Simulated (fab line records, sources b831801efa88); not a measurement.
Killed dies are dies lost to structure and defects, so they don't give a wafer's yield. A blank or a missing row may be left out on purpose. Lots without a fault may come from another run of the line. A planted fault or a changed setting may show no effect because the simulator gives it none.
Chamber matching | flow sfq_line | SFQ_TRILAYER_A5B_CMP_CMP_130 on cmp-02: 4 sister chambers
The step polishes, stops on Nb, target thk 340.7 nm. 8 wafers are shown with their chamber, then 7 later ones without.

WAFERS WITH THEIR CHAMBER
wafer  | chamber | motor_current_A (A) | head_pressure_psi (psi)
L114.5 | 3       | 8.2                 | 2.994
L118.5 | 3       | 8.5                 | 3.002
L118.6 | 0       | 10.5                | 2.993
L119.2 | 1       | 9.2                 | 3.005
L119.4 | 2       | 10.2                | 3.004
L119.6 | 0       | 10.8                | 3.000
L130.2 | 2       | 10.7                | 2.997
L130.3 | 1       | 9.4                 | 3.010

WAFERS WITHOUT THEIR CHAMBER
wafer  | motor_current_A (A) | head_pressure_psi (psi)
L130.6 | 9.8                 | 2.995
L132.1 | 9.9                 | 3.001
L132.2 | 8.2                 | 2.995
L132.5 | 9.3                 | 3.007
L136.2 | 8.3                 | 3.002
L136.5 | 8.7                 | 3.002
L136.6 | 10.3                | 2.989

WHICH CHAMBER EACH WENT THROUGH
wafer  | from the rows above          | in truth
L130.6 | can't be placed: 2 or 1 or 0 | 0
L132.1 | can't be placed: 2 or 1 or 0 | 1
L132.2 | 3                            | 3
L132.5 | 1                            | 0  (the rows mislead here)
L136.2 | 3                            | 3
L136.5 | can't be placed: 3 or 1      | 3
L136.6 | can't be placed: 0 or 2      | 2
Placed correctly: 2 of 7. Can't be placed from these rows: 4 (the true chamber is among the candidates in 4). Placed wrongly: 1.
How it was worked out, from the rows above alone: a wafer's distance from a chamber is the root of the sum, over the readings, of the square of ((its reading less the chamber's mean) divided by the reading's scatter). The wafer belongs to the nearest chamber; if the next one is less than 2 further off, it can't be placed. A chamber's mean is the mean of its shown wafers. The scatter: the root of (the sum of the squares of (reading less its chamber's mean) over the shown wafers, divided by (wafers less chambers)).
